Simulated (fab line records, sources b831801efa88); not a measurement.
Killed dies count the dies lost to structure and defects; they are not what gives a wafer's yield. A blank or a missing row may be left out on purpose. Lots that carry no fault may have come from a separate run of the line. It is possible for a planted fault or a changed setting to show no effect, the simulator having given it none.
Struck lot and sound lot, side by side	flow sky130	15 steps out of a route of 708
Sound: the wafers L933.1, L933.2, L933.4. Wafers struck: L949.1, L949.3, L949.5. At the end, the cause is stated.
At each step with rows: each side's tool, then ch and its chambers, then its first start. Under that, the readings that differ: sound wafers	struck wafers	difference of the means	sigmas: that difference in standard deviations of wafers without a fault.
alike: a reading whose means differ by less than 2 such deviations, as well as words and numbers matching on both sides. not compared: withheld readings; readings where some wafer has no value; bounds like >300 that might hide an equal value; numbers whose values overlap and for which the record gives no deviation.
Wherever a step has rows on one side only, a row that says differs or no value, or a row with sigmas, the two part there. Non-overlapping numbers with no deviation appear without sigmas and do not part them. A reading that every wafer of one side lacks parts them only if that side has two wafers or more.

first, 6 steps without rows for these wafers: SKY_GATE_OXIDE_HMDS_04 (prime time 60 s); SKY_GATE_OXIDE_COAT_05 (resist thk 1140 nm); SKY_GATE_OXIDE_SOFTBAKE_06 (time 60 s); SKY_GATE_OXIDE_EXPOSE_07 (exposes mask LVOM, target cd 600 nm); SKY_GATE_OXIDE_PEB_08; SKY_GATE_OXIDE_DEVELOP_09 (develop time 60 s).
SKY_GATE_OXIDE_OVL_MEAS_10:
  sound on overlay-01, day 14 07:53; struck on overlay-01, day 20 03:53
reading	sound	struck	difference	sigmas
GATE_OXIDE_OVL (nm)	-1.8 -2.8 -0.8	1.9 3.7 2.4	+4.5	+3
then, 2 steps without rows for these wafers: SKY_GATE_OXIDE_IMPLANT_11; SKY_GATE_OXIDE_WET_ETCH_12 (etches SiO2 in dHF, target depth 16.8 nm, time 336 s).
SKY_GATE_OXIDE_STRIP_13: strips in O2/N2.
  sound on plasma_asher-01 ch 0,1, day 14 08:10; struck on plasma_asher-01 ch 0,1, day 20 04:11
reading	sound	struck	difference	sigmas
strip_time_to_endpoint_s (s)	14.18 14.17 14.21	14.28 14.30 14.31	+0.11	+2
  alike: drypump_motor_current_A, oes_product_au
  not compared: rf_hours_counter_h
SKY_GATE_OXIDE_TW_MEAS_14:
  sound on film_metro-01, day 14 08:16; struck on film_metro-03, day 20 04:17
  alike: GATE_OXIDE_TW
then, 1 step without rows for these wafers: SKY_GATE_OXIDE_CLEAN_15 (cleans in SC1/SC2, time 150 s).
SKY_GATE_OXIDE_OXIDATION_16: stabilise 600 s, purge 300 s, target thk 3.57 nm.
  sound on furnace-02 ch 0, day 14 09:07; struck on furnace-02 ch 0, day 20 04:23
reading	sound	struck	difference	sigmas
stabilise_s (s)	600 600 600	5400 5400 5400	+4800	
then, 1 step without rows for these wafers: SKY_POLY_GATE_CVD_00 (deposits poly-Si, target thk 180 nm, time 720 s).
-- a jump in the record: the struck wafers' starts before and after are 30 days apart (it breaks off in module POLY_GATE and resumes in module PAD_OPEN, where the first step shown is number 708 of the route) --
SKY_PAD_OPEN_PROBE_99:
  sound on prober-01, day 46 07:42; struck on prober-01, day 49 23:08
reading	sound	struck	difference	sigmas
model.etest.pfet_01v8_mvt.off_log10_a_um	-10.4 -10.5 -10.62	-10.7 -10.71 -10.91	-0.3	
model.etest.pfet_01v8_mvt.vt_sat_v (V)	-0.5476 -0.5471 -0.5608	-0.5698 -0.5752 -0.5752	-0.0216	
model.etest.pfet_01v8_mvt.vt_v (V)	-0.6407 -0.6372 -0.649	-0.66 -0.665 -0.6644	-0.02	
model.etest.pfet_01v8_mvt.vt_long_v (V)	-0.8474 -0.8482 -0.8587	-0.87 -0.8696 -0.8692	-0.02	
model.etest.pfet_01v8_lvt.vt_v (V)	-0.5157 -0.5127 -0.5238	-0.5494 -0.5494 -0.5521	-0.0329	
model.etest.pfet_01v8_lvt.vt_long_v (V)	-0.6365 -0.6349 -0.6434	-0.6695 -0.6692 -0.6697	-0.0312	
model.etest.pfet_01v8_lvt.vt_sat_v (V)	-0.4216 -0.4181 -0.4324	-0.4507 -0.4503 -0.4536	-0.0275	
  alike: killed_at_M0_to_M3, killed_at_M4_up, killed_at_contacts, killed_at_front_end, killed_at_other, killed_dies, killed_on_rim, killed_open, killed_short
  not compared: model.etest.pfet_01v8_lvt.drive_ua_um

WHERE THEY PART
Earliest at SKY_GATE_OXIDE_OVL_MEAS_10; latest, in this record, at SKY_GATE_OXIDE_STRIP_13. Later steps at which nothing parts them and some readings are alike: SKY_GATE_OXIDE_TW_MEAS_14, SKY_PAD_OPEN_PROBE_99.

WHY: what had been put in by the simulator
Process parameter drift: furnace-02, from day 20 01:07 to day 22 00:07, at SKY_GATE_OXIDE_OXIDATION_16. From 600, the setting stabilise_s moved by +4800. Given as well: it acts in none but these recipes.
